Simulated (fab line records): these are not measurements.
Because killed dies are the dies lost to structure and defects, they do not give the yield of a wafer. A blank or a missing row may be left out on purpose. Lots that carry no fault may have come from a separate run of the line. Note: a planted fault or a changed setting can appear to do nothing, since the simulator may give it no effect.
A lot that was struck, set against a sound lot | flow sky130 | 43 steps out of a route of 708
Sound: these wafers, L810.1, L810.3, L810.4. Struck: wafers L806.2, L806.4, L806.6. Last of all comes the cause.
For every step that has rows: the tool of each side, followed by ch and its chambers, followed by its first start. Under that, the readings that differ: sound wafers | struck wafers | difference of the means | sigmas: that difference in standard deviations of wafers without a fault.
alike: same words and numbers on both sides, and readings whose means sit less than 2 such deviations apart. not compared: any withheld reading, any reading some wafer has no value for, any bound like >300 that may hide the same value, and any number with overlapping values for which the record gives no deviation.
A row with sigmas, a row that says differs or no value, or rows on one side alone: a step with any of these is where the two part. When numbers do not overlap yet have no deviation, they are printed without sigmas and do not part them. Lack of a reading on every wafer of one side parts them only where that side has two or more wafers.

SKY_VT_ADJUST_LVTN_OVL_MEAS_07:
  sound: overlay-01 at day 10 22:45; struck: overlay-02 at day 9 22:02
  alike: VT_ADJUST_LVTN_OVL
after that, 1 step had no rows for these wafers: SKY_VT_ADJUST_LVTN_IMPLANT_08.
SKY_VT_ADJUST_LVTN_STRIP_09: strips in O2/N2.
  sound on plasma asher-01 ch 0,1, day 10 22:59; struck on plasma asher-03 ch 0,1, day 9 22:13
  reading                      | sound             | struck            | difference | sigmas
  strip time to endpoint s (s) | 37.16 37.06 37.13 | 36.83 36.87 36.99 | -0.22      | -2
  alike: drypump motor current A, o2 flow sccm, oes product au
  not compared: rf hours counter h
SKY_VT_ADJUST_LVTN_TW_MEAS_10:
  sound: film metro-04 at day 10 23:05; struck: film metro-01 at day 9 22:19
  alike: VT_ADJUST_LVTN_TW
then, 7 steps without rows for these wafers: SKY_VT_ADJUST_LVTN_DEHYDRATE_11 (time 60 s); SKY_VT_ADJUST_LVTN_HMDS_12 (prime time 60 s); SKY_VT_ADJUST_LVTN_COAT_13 (resist thk 1140 nm); SKY_VT_ADJUST_LVTN_SOFTBAKE_14 (time 60 s); SKY_VT_ADJUST_LVTN_EXPOSE_15 (exposes mask HVN STD DERIVED, target cd 600 nm); SKY_VT_ADJUST_LVTN_PEB_16; SKY_VT_ADJUST_LVTN_DEVELOP_17 (develop time 60 s).
SKY_VT_ADJUST_LVTN_OVL_MEAS_18:
  sound: overlay-01 at day 11 22:36; struck: overlay-02 at day 10 20:34
  alike: VT_ADJUST_LVTN_01_OVL
SKY_VT_ADJUST_LVTN_IMPLANT_19:
  sound on implanter-02 ch 0, day 11 22:38; struck on implanter-04 ch 0, day 10 20:37
  alike: beam energy keV, beam on s
SKY_VT_ADJUST_LVTN_STRIP_20: strips in O2/N2.
  sound on plasma asher-03 ch 0,1, day 11 22:47; struck on plasma asher-02 ch 0,1, day 10 20:44
  alike: drypump motor current A, o2 flow sccm, oes product au, strip time to endpoint s
  not compared: rf hours counter h
SKY_VT_ADJUST_LVTN_TW_MEAS_21:
  sound: film metro-04 at day 11 22:53; struck: film metro-01 at day 10 20:51
  alike: VT_ADJUST_LVTN_2_TW
then, 7 steps without rows for these wafers: SKY_VT_ADJUST_NCORE_DEHYDRATE_00 (time 60 s); SKY_VT_ADJUST_NCORE_HMDS_01 (prime time 60 s); SKY_VT_ADJUST_NCORE_COAT_02 (resist thk 1140 nm); SKY_VT_ADJUST_NCORE_SOFTBAKE_03 (time 60 s); SKY_VT_ADJUST_NCORE_EXPOSE_04 (exposes mask LVTN COMPLEMENT THIN, target cd 380 nm); SKY_VT_ADJUST_NCORE_PEB_05; SKY_VT_ADJUST_NCORE_DEVELOP_06 (develop time 60 s).
SKY_VT_ADJUST_NCORE_CD_MEAS_07 targets a cd of 380 nm.
  sound: cd sem-01 at day 12 22:53; struck: cd sem-02 at day 11 19:57
  alike: cd nm
SKY_VT_ADJUST_NCORE_OVL_MEAS_08:
  sound: overlay-01 at day 12 23:01; struck: overlay-01 at day 11 20:03
  alike: VT_ADJUST_NCORE_OVL
after that, 1 step had no rows for these wafers: SKY_VT_ADJUST_NCORE_IMPLANT_09.
SKY_VT_ADJUST_NCORE_STRIP_10: strips in O2/N2.
  sound on plasma asher-04 ch 0,1, day 12 23:11; struck on plasma asher-04 ch 0,1, day 11 20:14
  alike: drypump motor current A, o2 flow sccm, oes product au, strip time to endpoint s
  not compared: rf hours counter h
SKY_VT_ADJUST_NCORE_TW_MEAS_11:
  sound: film metro-01 at day 12 23:17; struck: film metro-01 at day 11 20:20
  alike: VT_ADJUST_NCORE_TW
then, 7 steps without rows for these wafers: SKY_VT_ADJUST_HVTR_DEHYDRATE_00 (time 60 s); SKY_VT_ADJUST_HVTR_HMDS_01 (prime time 60 s); SKY_VT_ADJUST_HVTR_COAT_02 (resist thk 1140 nm); SKY_VT_ADJUST_HVTR_SOFTBAKE_03 (time 60 s); SKY_VT_ADJUST_HVTR_EXPOSE_04 (exposes mask HVTRM, target cd 380 nm); SKY_VT_ADJUST_HVTR_PEB_05; SKY_VT_ADJUST_HVTR_DEVELOP_06 (develop time 60 s).
SKY_VT_ADJUST_HVTR_CD_MEAS_07 targets a cd of 380 nm.
  sound: cd sem-02 at day 14 00:32; struck: cd sem-01 at day 12 20:19
  alike: cd nm
SKY_VT_ADJUST_HVTR_OVL_MEAS_08:
  sound: overlay-01 at day 14 00:39; struck: overlay-01 at day 12 20:25
  alike: VT_ADJUST_HVTR_OVL
after that, 1 step had no rows for these wafers: SKY_VT_ADJUST_HVTR_IMPLANT_09.
SKY_VT_ADJUST_HVTR_STRIP_10: strips in O2/N2.
  sound on plasma asher-02 ch 0,1, day 14 00:50; struck on plasma asher-02 ch 1, day 12 20:35
  reading                      | sound             | struck            | difference | sigmas
  strip time to endpoint s (s) | 14.29 14.22 14.23 | 14.19 14.14 14.17 | -0.08      | -2
  alike: drypump motor current A, o2 flow sccm, oes product au
  not compared: rf hours counter h
SKY_VT_ADJUST_HVTR_TW_MEAS_11:
  sound: film metro-04 at day 14 00:56; struck: film metro-02 at day 12 20:42
  reading           | sound             | struck            | difference | sigmas
  VT_ADJUST_HVTR_TW | 212.0 211.1 212.3 | 208.2 208.7 209.3 | -3.1       | -3
then, 3 steps without rows for these wafers: SKY_VT_ADJUST_PCH_DEHYDRATE_00 (time 60 s); SKY_VT_ADJUST_PCH_HMDS_01 (prime time 60 s); SKY_VT_ADJUST_PCH_COAT_02 (resist thk 3000 nm).
-- record jumps: 36 days separate the struck wafers' starts on either side; left off in module VT_ADJUST_PCH, taken up again in module PAD_OPEN, whose first shown step is the route's number 708 --
SKY_PAD_OPEN_PROBE_99:
  sound: prober-02 at day 49 08:25; struck: prober-01 at day 48 14:28
  reading                               | sound                    | struck                  | difference | sigmas
  model.etest.nfet g5v0d10v5.vt v range | 0.01123 0.009581 0.01327 | 0.02033 0.03355 0.02563 | +0.01514   |
  alike: killed_at_M0_to_M3, killed_at_M4_up, killed at contacts, killed at front end, killed at other, killed dies, killed open, killed short
  not compared: model.etest.tip_n_5v.rs ohm sq range

== WHERE THEY PART ==
Last at SKY_VT_ADJUST_HVTR_TW_MEAS_11 as far as this record goes, first at SKY_VT_ADJUST_LVTN_STRIP_09. Later steps at which nothing parts them and some readings are alike: SKY_PAD_OPEN_PROBE_99.

WHY: the cause the simulator had injected
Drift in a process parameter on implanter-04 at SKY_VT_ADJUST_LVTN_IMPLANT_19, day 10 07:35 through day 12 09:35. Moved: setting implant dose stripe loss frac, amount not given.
